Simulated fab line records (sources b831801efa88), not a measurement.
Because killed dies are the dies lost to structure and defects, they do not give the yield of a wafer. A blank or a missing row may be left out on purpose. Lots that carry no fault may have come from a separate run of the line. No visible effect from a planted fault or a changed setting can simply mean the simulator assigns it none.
fab line records	flow sky130
record lots=6	wafers=18	last_day=50
route steps=708 shown GATE_OXIDE@187 PAD_OPEN@708
lots that met no fault: from a run of the same line without faults
start_h: the number of hours between the record's first day and the start of the first shown wafer of the lot	wait_h: time in hours since the lot's previous step	" same as the row above	L1.1+2: several wafers, shown together as one row	- no value, or no start given	* or withheld: withheld	< > ~ a bound
route shown NAME@n: a module of which the file shows steps, and the number in the route of the first	usual: mean/standard deviation of fault-free wafers	same: alike in all rows	chamber/n: place in a boat	sites: the reading at each site	_std_site: their standard deviation	_edge_site: the outer-site mean with the inner-site mean subtracted	radius_mm: for every site, how far away it sits from the centre of the wafer	mask NAME#n: copy n	behind: the tool/chamber that last shaped the wafer	hold: the reason the lot was held/the length of the hold in hours/how it ended	device: the transistor (n, p or np) that didn't switch	end of line: tests run on the same wafers once the route is complete	a step without rows: its recipe alone	killed: dies lost to structure and defects at the first sort, not the wafer's yield	map: dies across one wafer; x = killed, . = not, _ = none there
set.NAME: the setting the step ran with; set.NAME@STEP: the setting that earlier step ran with	model.NAME: the simulator's own value behind a step, which no gauge read
lots at selected steps of the route; one table per step, one row per wafer
services: from which hour (start_h, from the record's first day; less than 0 if before it) a tool's chamber was out of use, for how many hours, and why
## steps
# step SKY_GATE_OXIDE_CLEAN_00
# recipe chemistry=SC1/SC2	mix=1:4:20	temp_c=70	time_s=150	dry=n2_spin
# step SKY_GATE_OXIDE_OXIDATION_01
# recipe temp_c=900	ambient=O2	stabilise_s=600	purge_s=300	target_thk_a=102.68	ox_time_s=1473
# step SKY_GATE_OXIDE_THK_MEAS_02
# recipe reads=SiO2_of_GATE_OXIDE_OXIDATION_01
# usual GATE_OXIDE_OXIDATION_00_THK=10.25/0.18
lot.wafer	tool	chamber	start_h	wait_h	GATE_OXIDE_OXIDATION_00_THK[nm]
L191.2	film_metro-01	-	326.13	0.0	10.37
L191.3	"	-	"	"	10.43
L191.5	"	-	"	"	10.40
L194.1	film_metro-03	-	337.59	0.0	10.47
L194.3	"	-	"	"	10.32
L194.4	"	-	"	"	10.69
L195.3	film_metro-02	-	345.45	0.0	9.89
L195.4	"	-	"	"	10.01
L195.6	"	-	"	"	10.03
L199.3	film_metro-02	-	377.29	0.0	10.32
L199.5	"	-	"	"	10.28
L199.6	"	-	"	"	10.29
L204.2	film_metro-01	-	420.68	0.0	10.46
L204.4	"	-	"	"	10.33
L204.5	"	-	"	"	10.36
L208.2	film_metro-02	-	468.46	0.0	10.52
L208.3	"	-	"	"	10.62
L208.6	"	-	"	"	10.43
# step SKY_GATE_OXIDE_DEHYDRATE_03
# recipe temp_c=200	time_s=60
# step SKY_GATE_OXIDE_HMDS_04
# recipe prime_time_s=60	prime_temp_c=120
# step SKY_GATE_OXIDE_COAT_05
# recipe resist=NOVOLAK	spin_rpm=3000	resist_thk_nm=1140
# step SKY_GATE_OXIDE_SOFTBAKE_06
# recipe temp_c=90	time_s=60	resist=NOVOLAK
# step SKY_GATE_OXIDE_EXPOSE_07
# recipe mask_id=LVOM	na=0.6	source_shape=conventional	sigma_outer=0.6	polarization=unpolarized	target_cd_nm=600	dose_mj=170
# step SKY_GATE_OXIDE_PEB_08
# recipe temp_c=withheld	time_s=*	resist=NOVOLAK
# step SKY_GATE_OXIDE_DEVELOP_09
# recipe resist=NOVOLAK	developer=TMAH	develop_time_s=60	dev_temp_c=23
# step SKY_GATE_OXIDE_OVL_MEAS_10
# usual GATE_OXIDE_OVL=-0.7/1.2
lot.wafer	tool	chamber	start_h	wait_h	GATE_OXIDE_OVL[nm]
L191.2	overlay-02	-	352.97	0.1	-0.7
L191.3	"	-	"	"	-2.4
L191.5	"	-	"	"	-1.5
L194.1	overlay-01	-	365.01	0.1	0.7
L194.3	"	-	"	"	0.8
L194.4	"	-	"	"	-0.8
L195.3	overlay-01	-	372.73	0.1	0.3
L195.4	"	-	"	"	-2.3
L195.6	"	-	"	"	-1.1
L199.3	overlay-02	-	406.56	0.1	-1.0
L199.5	"	-	"	"	0.3
L199.6	"	-	"	"	1.7
L204.2	overlay-02	-	450.35	0.1	0.9
L204.4	"	-	"	"	-1.3
L204.5	"	-	"	"	0.0
L208.2	overlay-01	-	498.80	0.1	0.7
L208.3	"	-	"	"	-1.5
L208.6	"	-	"	"	-1.9
# step SKY_GATE_OXIDE_IMPLANT_11
# recipe species=B	energy_kev=10	dose_cm2=2.6e+12	tilt_deg=withheld
# step SKY_GATE_OXIDE_WET_ETCH_12
# recipe chemistry=dHF	target_depth_nm=16.8	dry=n2_spin	target=SiO2	dilution=100:1	temp_c=25	time_s=336
# usual bath_heat_duty_pct=6.2/1	run_length_s=364/3.9	time_s=336/0
lot.wafer	tool	chamber	start_h	wait_h	bath_heat_duty_pct	run_length_s	time_s	model.SiO2_of_FIELD_ISO_CVD_24.thk_nm
L191.2	wet_bench-03	3	353.15	0.1	8.2	370	336	366.6
L191.3	"	3	"	"	6.9	370	336	365.9
L191.5	"	3	"	"	8.4	370	336	366.4
L194.1	wet_bench-02	2	365.20	0.1	-	-	-	383.8
L194.3	"	2	"	"	-	-	-	383.3
L194.4	"	2	"	"	-	-	-	383.6
L195.3	wet_bench-03	0	372.91	0.1	-	-	-	382
L195.4	"	0	"	"	-	-	-	382.5
L195.6	"	0	"	"	-	-	-	383.1
L199.3	wet_bench-02	3	406.73	0.1	7.3	362	336	363.1
L199.5	"	3	"	"	7.2	362	336	363.3
L199.6	"	3	"	"	6.8	362	336	364.3
L204.2	wet_bench-03	0	450.53	0.1	5.2	360	336	366.3
L204.4	"	0	"	"	5.9	360	336	362.1
L204.5	"	0	"	"	5.8	360	336	365.1
L208.2	wet_bench-01	1	498.98	0.1	6.6	361	336	365.9
L208.3	"	1	"	"	5.3	361	336	364.5
L208.6	"	1	"	"	6.1	361	336	364.3
# step SKY_GATE_OXIDE_STRIP_13
# recipe chemistry=O2/N2	power_w=1400	pressure_mtorr=1500	platen_temp_c=withheld	o2_flow_sccm=3000	n2_flow_sccm=300	overash_fraction=0.5
# usual drypump_motor_current_A=5.3/0.33	o2_flow_sccm=2999/9.4	oes_product_au=0.716/0.0042	strip_time_to_endpoint_s=14.18/0.046
# same overash_fraction=0.5
lot.wafer	tool	chamber	start_h	wait_h	drypump_motor_current_A	o2_flow_sccm	oes_product_au	rf_hours_counter_h	strip_time_to_endpoint_s
L191.2	plasma_asher-03	1	353.26	0.0	5.4	2996	0.712	61	14.22
L191.3	"	0	"	"	5.4	3007	0.713	-	14.22
L191.5	"	1	"	"	5.4	3000	0.714	-	14.27
L194.1	plasma_asher-01	1	365.31	0.0	5.0	2994	0.715	57	14.24
L194.3	"	0	"	"	5.7	2982	0.718	-	14.22
L194.4	"	1	"	"	5.0	2987	0.716	-	14.22
L195.3	plasma_asher-01	0	373.04	0.0	5.7	2986	0.717	-	14.21
L195.4	"	1	"	"	5.0	3016	0.714	-	14.22
L195.6	"	0	"	"	5.7	2992	0.719	-	14.23
L199.3	plasma_asher-04	1	406.87	0.0	5.7	3015	0.709	-	14.20
L199.5	"	0	"	"	4.7	2990	0.715	-	14.19
L199.6	"	1	"	"	5.8	3008	0.720	-	14.15
L204.2	plasma_asher-04	1	450.64	0.0	5.8	2998	0.717	1	14.10
L204.4	"	0	"	"	4.7	2988	0.712	-	14.16
L204.5	"	1	"	"	5.8	2999	0.721	-	14.11
L208.2	plasma_asher-03	1	499.09	0.0	5.4	2997	0.715	78	14.13
L208.3	"	1	"	"	5.3	3001	0.714	-	14.18
L208.6	"	0	"	"	5.4	3002	0.714	-	14.15
# step SKY_GATE_OXIDE_TW_MEAS_14
# usual GATE_OXIDE_TW=225.5/2.4
lot.wafer	tool	chamber	start_h	wait_h	GATE_OXIDE_TW
L191.2	film_metro-03	-	353.37	0.1	224.4
L191.3	"	-	"	"	223.9
L191.5	"	-	"	"	223.9
L194.1	film_metro-01	-	365.41	0.1	227.0
L194.3	"	-	"	"	227.6
L194.4	"	-	"	"	228.6
L195.3	film_metro-03	-	373.13	0.1	222.1
L195.4	"	-	"	"	222.7
L195.6	"	-	"	"	223.9
L199.3	film_metro-01	-	406.96	0.1	228.5
L199.5	"	-	"	"	228.3
L199.6	"	-	"	"	227.6
L204.2	film_metro-03	-	450.75	0.1	225.1
L204.4	"	-	"	"	223.7
L204.5	"	-	"	"	223.5
L208.2	film_metro-03	-	499.20	0.1	224.9
L208.3	"	-	"	"	224.8
L208.6	"	-	"	"	225.9
# step SKY_GATE_OXIDE_CLEAN_15
# recipe chemistry=SC1/SC2	mix=1:4:20	temp_c=70	time_s=150	dry=n2_spin
# same time_s=150
lot.wafer	tool	chamber	start_h	wait_h	model.SiO2_of_FIELD_ISO_CVD_24.thk_nm
L191.2	wet_bench-01	3	353.42	0.0	365.9
L191.3	"	3	"	"	365.2
L191.5	"	3	"	"	365.8
L194.1	wet_bench-01	0	365.47	0.1	383.1
L194.3	"	0	"	"	382.6
L194.4	"	0	"	"	382.9
L195.3	wet_bench-03	2	373.17	0.0	381.3
L195.4	"	2	"	"	381.8
L195.6	"	2	"	"	382.4
L199.3	wet_bench-01	1	407.00	0.0	362.4
L199.5	"	1	"	"	362.6
L199.6	"	1	"	"	363.6
L204.2	wet_bench-01	0	450.80	0.0	365.6
L204.4	"	0	"	"	361.4
L204.5	"	0	"	"	364.5
L208.2	wet_bench-03	3	499.25	0.0	365.2
L208.3	"	3	"	"	363.9
L208.6	"	3	"	"	363.7
# step SKY_GATE_OXIDE_OXIDATION_16
# recipe temp_c=800	ambient=O2	idle_temp_c=700	ramp_up_c_per_min=10	ramp_down_c_per_min=3	stabilise_s=600	purge_s=300	target_thk_a=35.7	ox_time_s=1915
# step SKY_PAD_OPEN_PROBE_99
# usual killed_at_M0_to_M3=44/6.9	killed_at_M4_up=3.0/1.5	killed_at_contacts=24/5.2	killed_at_front_end=15/4.1	killed_at_other=0.4/0.62	killed_dies=87/9.6	killed_on_rim=17/3.8	killed_open=47/7	killed_short=40/6.2
# same gross_dies=492	killed_at_back_side=0
lot.wafer	tool	chamber	start_h	wait_h	hold	killed_at_M0_to_M3	killed_at_M4_up	killed_at_contacts	killed_at_front_end	killed_at_other	killed_dies	killed_on_rim	killed_open	killed_short
L191.2	prober-01	-	1103.62	0.1	-	45	4	24	11	1	85	14	36	49
L191.3	prober-01	-	1103.67	0.2	-	40	4	17	10	0	71	11	37	33
L191.5	prober-01	-	1103.77	0.2	-	39	2	19	14	1	75	8	46	27
L194.1	prober-02	-	1115.96	0.1	await_dispo/4.5h/scrap	39	3	21	429	0	492	96	35	41
L194.3	prober-02	-	1116.06	0.2	await_dispo/4.5h/scrap	53	2	19	418	0	492	96	51	34
L194.4	prober-02	-	1116.11	0.2	await_dispo/4.5h/scrap	36	1	24	431	0	492	96	29	43
L195.3	prober-01	-	1118.76	0.2	await_dispo/1.2h/scrap	51	2	23	416	0	492	96	53	43
L195.4	prober-01	-	1118.81	0.2	await_dispo/1.2h/scrap	48	3	25	414	2	492	96	47	43
L195.6	prober-01	-	1118.91	0.2	await_dispo/1.2h/scrap	41	2	26	423	0	492	96	46	36
L199.3	prober-01	-	1143.80	0.2	-	50	2	24	18	0	94	19	51	43
L199.5	prober-01	-	1143.90	0.2	-	33	0	20	9	1	63	12	32	31
L199.6	prober-01	-	1143.95	0.2	-	40	3	25	11	0	79	16	45	34
L204.2	prober-01	-	1166.96	0.1	-	37	4	34	25	0	100	25	58	42
L204.4	prober-01	-	1167.06	0.2	-	50	5	30	25	0	110	24	57	53
L204.5	prober-01	-	1167.11	0.2	-	38	4	21	15	0	78	12	48	30
L208.2	prober-02	-	1193.06	0.1	-	47	2	26	11	1	87	15	50	37
L208.3	prober-02	-	1193.11	0.2	-	43	2	22	17	0	84	15	53	31
L208.6	prober-02	-	1193.26	0.2	-	49	3	25	13	0	90	14	48	42
# killed by level:class
L191.2 VIA1:geometric_particle:open=9 CONTACT:geometric_particle:open=8 METAL1:geometric_particle:short=8 CONTACT:geometric_particle:short=7 VIA1:geometric_particle:short=7 VIA2:geometric_particle:open=5 METAL2:geometric_particle:short=4 LOCAL_INTERCONNECT:geometric_particle:short=4
L191.3 VIA1:geometric_particle:open=13 LI_CONTACT:geometric_particle:open=6 CONTACT:geometric_particle:open=6 VIA1:geometric_particle:short=6 METAL2:geometric_particle:short=6 METAL1:geometric_particle:short=5 VIA3:geometric_particle:open=5 FIELD_ISO:geometric_particle:open=3
L191.5 VIA1:geometric_particle:open=10 LI_CONTACT:geometric_particle:open=8 VIA2:geometric_particle:open=5 VIA3:geometric_particle:open=5 VIA1:geometric_particle:short=4 CONTACT:geometric_particle:short=4 CONTACT:geometric_particle:open=4 VIA2:geometric_particle:short=4
L194.1 GATE_OXIDE:area_etch=416 METAL1:geometric_particle:short=7 METAL2:geometric_particle:short=6 CONTACT:geometric_particle:open=5 CONTACT:geometric_particle:short=5 VIA3:geometric_particle:open=5 LI_CONTACT:geometric_particle:short=4 VIA2:geometric_particle:short=4
L194.3 GATE_OXIDE:area_etch=407 VIA1:geometric_particle:open=10 CONTACT:geometric_particle:open=8 VIA3:geometric_particle:open=8 VIA2:geometric_particle:open=7 POLY_GATE:geometric_particle:open=5 METAL1:geometric_particle:short=5 VIA1:geometric_particle:short=5
L194.4 GATE_OXIDE:area_etch=420 METAL1:geometric_particle:short=7 VIA1:geometric_particle:open=7 LI_CONTACT:geometric_particle:open=6 LI_CONTACT:geometric_particle:short=6 VIA2:geometric_particle:short=6 VIA1:geometric_particle:short=5 CONTACT:geometric_particle:open=5
L195.3 GATE_OXIDE:area_etch=396 METAL2:geometric_particle:short=11 VIA1:geometric_particle:open=9 VIA3:geometric_particle:open=9 CONTACT:geometric_particle:open=8 LI_CONTACT:geometric_particle:open=7 VIA2:geometric_particle:open=6 FIELD_ISO:geometric_particle:open=5
L195.4 GATE_OXIDE:area_etch=401 CONTACT:geometric_particle:open=14 VIA1:geometric_particle:open=11 METAL2:geometric_particle:short=7 METAL1:geometric_particle:short=7 VIA1:geometric_particle:short=6 CONTACT:geometric_particle:short=5 METAL3:geometric_particle:short=4
L195.6 GATE_OXIDE:area_etch=410 CONTACT:geometric_particle:open=9 VIA3:geometric_particle:open=9 VIA1:geometric_particle:open=8 VIA1:geometric_particle:short=7 FIELD_ISO:geometric_particle:open=6 LI_CONTACT:geometric_particle:open=6 METAL2:geometric_particle:short=6
L199.3 VIA3:geometric_particle:open=12 CONTACT:geometric_particle:open=10 METAL1:geometric_particle:short=8 VIA1:geometric_particle:open=7 FIELD_ISO:geometric_particle:short=6 LI_CONTACT:geometric_particle:open=6 VIA2:geometric_particle:open=5 VIA1:geometric_particle:short=4
L199.5 CONTACT:geometric_particle:open=8 VIA1:geometric_particle:open=7 METAL2:geometric_particle:short=6 VIA2:geometric_particle:open=6 LI_CONTACT:geometric_particle:open=4 CONTACT:geometric_particle:short=4 METAL1:geometric_particle:short=4 FIELD_ISO:geometric_particle:open=3
L199.6 LI_CONTACT:geometric_particle:open=12 VIA1:geometric_particle:open=12 CONTACT:geometric_particle:short=6 VIA1:geometric_particle:short=6 VIA2:geometric_particle:open=6 METAL2:geometric_particle:short=5 VIA3:geometric_particle:open=5 FIELD_ISO:geometric_particle:short=3
L204.2 CONTACT:geometric_particle:open=15 POLY_GATE:geometric_particle:open=9 LI_CONTACT:geometric_particle:open=7 FIELD_ISO:geometric_particle:open=6 CONTACT:geometric_particle:short=6 VIA1:geometric_particle:open=6 LOCAL_INTERCONNECT:geometric_particle:short=5 VIA2:geometric_particle:open=5
L204.4 VIA2:geometric_particle:open=10 CONTACT:geometric_particle:open=10 LOCAL_INTERCONNECT:geometric_particle:short=9 VIA1:geometric_particle:open=9 VIA3:geometric_particle:open=8 CONTACT:geometric_particle:short=7 FIELD_ISO:geometric_particle:open=6 POLY_GATE:geometric_particle:open=6
L204.5 CONTACT:geometric_particle:open=10 VIA3:geometric_particle:open=7 LI_CONTACT:geometric_particle:open=6 VIA2:geometric_particle:open=6 VIA1:geometric_particle:open=6 FIELD_ISO:geometric_particle:open=4 POLY_GATE:geometric_particle:short=4 FIELD_ISO:geometric_particle:short=3
L208.2 VIA3:geometric_particle:open=12 VIA1:geometric_particle:open=10 CONTACT:geometric_particle:open=9 LI_CONTACT:geometric_particle:open=7 METAL2:geometric_particle:short=7 LOCAL_INTERCONNECT:geometric_particle:short=5 VIA2:geometric_particle:open=4 METAL3:geometric_particle:short=4
L208.3 VIA1:geometric_particle:open=14 CONTACT:geometric_particle:open=7 LI_CONTACT:geometric_particle:open=6 METAL1:geometric_particle:short=5 VIA2:geometric_particle:open=5 POLY_GATE:geometric_particle:short=4 VIA1:geometric_particle:short=4 METAL2:geometric_particle:open=4
L208.6 VIA1:geometric_particle:open=15 CONTACT:geometric_particle:short=9 LI_CONTACT:geometric_particle:open=7 METAL2:geometric_particle:short=7 CONTACT:geometric_particle:open=6 VIA1:geometric_particle:short=6 VIA2:geometric_particle:open=6 METAL3:geometric_particle:short=5
# map L194.1 (x killed, . not)
__________xxxxxxxxxx_________
________xxxxxxxxxxxxxx_______
______xxxxxxxxxxxxxxxxxx_____
_____xxxxxxxxxxxxxxxxxxxx____
____xxxxxxxxxxxxxxxxxxxxxx___
___xxxxxxxxxxxxxxxxxxxxxxxx__
__xxxxxxxxxxxxxxxxxxxxxxxxxx_
_xxxxxxxxxxxxxxxxxxxxxxxxxxxx
_xxxxxxxxxxxxxxxxxxxxxxxxxxxx
_xxxxxxxxxxxxxxxxxxxxxxxxxxxx
_xxxxxxxxxxxxxxxxxxxxxxxxxxxx
_xxxxxxxxxxxxxxxxxxxxxxxxxxxx
_xxxxxxxxxxxxxxxxxxxxxxxxxxxx
_xxxxxxxxxxxxxxxxxxxxxxxxxxxx
_xxxxxxxxxxxxxxxxxxxxxxxxxxxx
__xxxxxxxxxxxxxxxxxxxxxxxxxx_
___xxxxxxxxxxxxxxxxxxxxxxxx__
____xxxxxxxxxxxxxxxxxxxxxx___
_____xxxxxxxxxxxxxxxxxxxx____
______xxxxxxxxxxxxxxxxxx_____
________xxxxxxxxxxxxxx_______
__________xxxxxxxxxx_________
# map L195.3 (x killed, . not)
__________xxxxxxxxxx_________
________xxxxxxxxxxxxxx_______
______xxxxxxxxxxxxxxxxxx_____
_____xxxxxxxxxxxxxxxxxxxx____
____xxxxxxxxxxxxxxxxxxxxxx___
___xxxxxxxxxxxxxxxxxxxxxxxx__
__xxxxxxxxxxxxxxxxxxxxxxxxxx_
_xxxxxxxxxxxxxxxxxxxxxxxxxxxx
_xxxxxxxxxxxxxxxxxxxxxxxxxxxx
_xxxxxxxxxxxxxxxxxxxxxxxxxxxx
_xxxxxxxxxxxxxxxxxxxxxxxxxxxx
_xxxxxxxxxxxxxxxxxxxxxxxxxxxx
_xxxxxxxxxxxxxxxxxxxxxxxxxxxx
_xxxxxxxxxxxxxxxxxxxxxxxxxxxx
_xxxxxxxxxxxxxxxxxxxxxxxxxxxx
__xxxxxxxxxxxxxxxxxxxxxxxxxx_
___xxxxxxxxxxxxxxxxxxxxxxxx__
____xxxxxxxxxxxxxxxxxxxxxx___
_____xxxxxxxxxxxxxxxxxxxx____
______xxxxxxxxxxxxxxxxxx_____
________xxxxxxxxxxxxxx_______
__________xxxxxxxxxx_________
## services
tool	chamber	start_h	hours	kind
plasma_asher-04	-	421.25	9.0	pm
plasma_asher-04	0	421.25	9.0	vent_cycle
plasma_asher-04	1	421.25	9.0	vent_cycle
plasma_asher-03	-	422.87	0.7	repair
plasma_asher-01	-	423.20	2.0	repair
plasma_asher-04	0	430.25	-	clean
plasma_asher-04	1	430.25	-	clean
plasma_asher-04	-	436.05	9.4	repair
plasma_asher-03	-	437.36	2.3	repair
plasma_asher-01	-	454.53	1.9	repair
plasma_asher-04	-	461.21	0.4	repair
plasma_asher-04	-	475.84	2.6	repair
plasma_asher-03	-	489.10	1.6	repair
## key
first_sign step=SKY_GATE_OXIDE_WET_ETCH_12	reading=tool_record	direction=missing
effect step=SKY_PAD_OPEN_PROBE_99	reading=killed_at_front_end	direction=up	sigmas=99+	usual=15	struck=422
model_effect step=SKY_GATE_OXIDE_WET_ETCH_12	value=SiO2_of_FIELD_ISO_CVD_24.thk_nm	without=364.4	struck=383
model_effect step=SKY_GATE_OXIDE_CLEAN_15	value=SiO2_of_FIELD_ISO_CVD_24.thk_nm	without=363.7	struck=382.3
more_kills_born_at SKY_GATE_OXIDE_WET_ETCH_12@wet_bench-02=1243	SKY_GATE_OXIDE_WET_ETCH_12@wet_bench-03=1207
met_at SKY_GATE_OXIDE_WET_ETCH_12
struck_wafers L194.1,L194.3,L194.4,L195.3,L195.4,L195.6
later_rows_left_out L194.1,L194.3,L194.4,L195.3,L195.4,L195.6
tester_left_out L194,L195
onset_between 353.15 365.20
fault kind=skipped_step_whole	tool=wet_bench-02,wet_bench-03	chamber=-	onset_h=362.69	steps=SKY_GATE_OXIDE_WET_ETCH_12	scope=struck_lots_only
# tester_left_out: of these lots the tester's yield and bins aren't shown, on N5 and GAA mostly nor the transistor test; their killed dies are dies lost to structure and defects alone, not to doping, threshold or leakage, so they don't give the yield
# later_rows_left_out: the simulator's readings of these wafers behind a module that went badly wrong aren't trusted and aren't shown, but for the sort
